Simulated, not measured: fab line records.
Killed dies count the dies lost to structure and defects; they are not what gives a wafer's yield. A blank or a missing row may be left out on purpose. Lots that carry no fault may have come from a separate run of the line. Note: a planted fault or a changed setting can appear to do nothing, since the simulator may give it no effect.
Split-lot study :: flow sfq-line :: 5 lots, 23 wafers read, on a route of 325 steps

ON THE SPLIT
At SFQ_TRILAYER_M8_LITHO_COAT_193 (resist thk 600 nm), the setting resist-thk-nm was moved away from the recipe's 600 nm on 9 of the 23 wafers read, by +2.3% to +3.8%. This setting was run at the recipe's value on the other wafers.

The reading is taken at the split's own step.

THE READING
KrF_of_TRILAYER_M8_LITHO_COAT_193.thk-nm (the simulator's own value, which no gauge read), in nm, at SFQ_TRILAYER_M8_LITHO_COAT_193 (resist thk 600 nm). The file gives no usual value for it. The 14 wafers here that ran the recipe average 597.8 nm, standard deviation 1.4 nm.

wafer: L076.1
tool, chamber at the split: litho-track-03, 0
resist-thk-nm as run, nm: 613.8
against the recipe: +2.3%
KrF_of_TRILAYER_M8_LITHO_COAT_193.thk-nm, nm: 610.3
against lot-mates on the recipe: +14.2

wafer: L076.2
tool, chamber at the split: litho-track-03, 0
resist-thk-nm as run, nm: 600
against the recipe: recipe
KrF_of_TRILAYER_M8_LITHO_COAT_193.thk-nm, nm: 597.1
against lot-mates on the recipe: -

wafer: L076.3
tool, chamber at the split: litho-track-03, 0
resist-thk-nm as run, nm: 613.8
against the recipe: +2.3%
KrF_of_TRILAYER_M8_LITHO_COAT_193.thk-nm, nm: 610.8
against lot-mates on the recipe: +14.8

wafer: L076.4
tool, chamber at the split: litho-track-03, 0
resist-thk-nm as run, nm: 613.8
against the recipe: +2.3%
KrF_of_TRILAYER_M8_LITHO_COAT_193.thk-nm, nm: 610.2
against lot-mates on the recipe: +14.2

wafer: L076.5
tool, chamber at the split: litho-track-03, 0
resist-thk-nm as run, nm: 600
against the recipe: recipe
KrF_of_TRILAYER_M8_LITHO_COAT_193.thk-nm, nm: 595
against lot-mates on the recipe: -

wafer: L077.1
tool, chamber at the split: litho-track-04, 0
resist-thk-nm as run, nm: 600
against the recipe: recipe
KrF_of_TRILAYER_M8_LITHO_COAT_193.thk-nm, nm: 599
against lot-mates on the recipe: -

wafer: L077.2
tool, chamber at the split: litho-track-04, 0
resist-thk-nm as run, nm: 618.9
against the recipe: +3.1%
KrF_of_TRILAYER_M8_LITHO_COAT_193.thk-nm, nm: 616.9
against lot-mates on the recipe: +18.6

wafer: L077.3
tool, chamber at the split: litho-track-04, 0
resist-thk-nm as run, nm: 600
against the recipe: recipe
KrF_of_TRILAYER_M8_LITHO_COAT_193.thk-nm, nm: 597.5
against lot-mates on the recipe: -

wafer: L077.4
tool, chamber at the split: litho-track-04, 0
resist-thk-nm as run, nm: 618.9
against the recipe: +3.1%
KrF_of_TRILAYER_M8_LITHO_COAT_193.thk-nm, nm: 616.6
against lot-mates on the recipe: +18.4

wafer: L077.6
tool, chamber at the split: litho-track-04, 0
resist-thk-nm as run, nm: 618.9
against the recipe: +3.1%
KrF_of_TRILAYER_M8_LITHO_COAT_193.thk-nm, nm: 617.4
against lot-mates on the recipe: +19.1

wafer: L080.1
tool, chamber at the split: litho-track-03, 0
resist-thk-nm as run, nm: 600
against the recipe: recipe
KrF_of_TRILAYER_M8_LITHO_COAT_193.thk-nm, nm: 597.2
against lot-mates on the recipe: -

wafer: L080.3
tool, chamber at the split: litho-track-03, 0
resist-thk-nm as run, nm: 600
against the recipe: recipe
KrF_of_TRILAYER_M8_LITHO_COAT_193.thk-nm, nm: 598.1
against lot-mates on the recipe: -

wafer: L080.6
tool, chamber at the split: litho-track-03, 0
resist-thk-nm as run, nm: 600
against the recipe: recipe
KrF_of_TRILAYER_M8_LITHO_COAT_193.thk-nm, nm: 598.1
against lot-mates on the recipe: -

wafer: L083.1
tool, chamber at the split: litho-track-01, 0
resist-thk-nm as run, nm: 600
against the recipe: recipe
KrF_of_TRILAYER_M8_LITHO_COAT_193.thk-nm, nm: 599.4
against lot-mates on the recipe: -

wafer: L083.3
tool, chamber at the split: litho-track-01, 0
resist-thk-nm as run, nm: 600
against the recipe: recipe
KrF_of_TRILAYER_M8_LITHO_COAT_193.thk-nm, nm: 597.5
against lot-mates on the recipe: -

wafer: L083.4
tool, chamber at the split: litho-track-01, 0
resist-thk-nm as run, nm: 600
against the recipe: recipe
KrF_of_TRILAYER_M8_LITHO_COAT_193.thk-nm, nm: 595.8
against lot-mates on the recipe: -

wafer: L083.5
tool, chamber at the split: litho-track-01, 0
resist-thk-nm as run, nm: 600
against the recipe: recipe
KrF_of_TRILAYER_M8_LITHO_COAT_193.thk-nm, nm: 596.7
against lot-mates on the recipe: -

wafer: L083.6
tool, chamber at the split: litho-track-01, 0
resist-thk-nm as run, nm: 600
against the recipe: recipe
KrF_of_TRILAYER_M8_LITHO_COAT_193.thk-nm, nm: 598.7
against lot-mates on the recipe: -

wafer: L084.1
tool, chamber at the split: litho-track-04, 0
resist-thk-nm as run, nm: 622.6
against the recipe: +3.8%
KrF_of_TRILAYER_M8_LITHO_COAT_193.thk-nm, nm: 622.2
against lot-mates on the recipe: +22.9

wafer: L084.2
tool, chamber at the split: litho-track-04, 0
resist-thk-nm as run, nm: 600
against the recipe: recipe
KrF_of_TRILAYER_M8_LITHO_COAT_193.thk-nm, nm: 598.2
against lot-mates on the recipe: -

wafer: L084.4
tool, chamber at the split: litho-track-04, 0
resist-thk-nm as run, nm: 622.6
against the recipe: +3.8%
KrF_of_TRILAYER_M8_LITHO_COAT_193.thk-nm, nm: 623.9
against lot-mates on the recipe: +24.5

wafer: L084.5
tool, chamber at the split: litho-track-04, 0
resist-thk-nm as run, nm: 622.6
against the recipe: +3.8%
KrF_of_TRILAYER_M8_LITHO_COAT_193.thk-nm, nm: 624.4
against lot-mates on the recipe: +25.0

wafer: L084.6
tool, chamber at the split: litho-track-04, 0
resist-thk-nm as run, nm: 600
against the recipe: recipe
KrF_of_TRILAYER_M8_LITHO_COAT_193.thk-nm, nm: 600.5
against lot-mates on the recipe: -

THE FIT
A straight line over all 23 wafers: KrF_of_TRILAYER_M8_LITHO_COAT_193.thk-nm changes by +6.4 nm for each +1% of resist-thk-nm; r = +0.99; the points scatter about the line by 1.6 nm.
The same after taking each lot's own level away (the mean of its wafers on the recipe; 23 wafers): +6.23 nm for each +1%; r = +0.99; scatter 1 nm.
According to that fit, moving resist-thk-nm by its largest amount changes the reading by 23 nm.
The span of the lots' own levels, 596.05 to 599.35 nm, comes to 2.4 times the standard deviation stated above.
Hence the lot-to-lot level has little effect on the slope; both slopes agree.
Check: with one of the wafers moved furthest among these (+3.8%) left out of the fit, the line predicts +23.6 nm for it against its lot-mates. It came out at +22.9 nm against them.

OTHER SPLITS APPLIED TO THESE WAFERS
Other splits were also applied to these wafers ahead of the reading. Each is held against what the fit with the lots' levels taken away leaves over:
other split on the same wafers: SFQ_TRILAYER_M7_BARC_OPEN_METAL_ETCH_229 bias-w
wafers away from the commonest value: 8
r with KrF_of_TRILAYER_M8_LITHO_COAT_193.thk-nm (lot level and that fit taken away): -0.07

other split on the same wafers: SFQ_TRILAYER_I7_VIA_LITHO_EXPOSE_188 dose-mj
wafers away from the commonest value: 7
r with KrF_of_TRILAYER_M8_LITHO_COAT_193.thk-nm (lot level and that fit taken away): -0.31

other split on the same wafers: SFQ_TRILAYER_I7_VIA_LITHO_PEB_190 peb-time-s
wafers away from the commonest value: 8
r with KrF_of_TRILAYER_M8_LITHO_COAT_193.thk-nm (lot level and that fit taken away): +0.12

FILE'S OWN FIT
KrF_of_TRILAYER_M8_LITHO_COAT_193.thk-nm changes by +6.22 nm for each +1% of resist-thk-nm, r = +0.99.
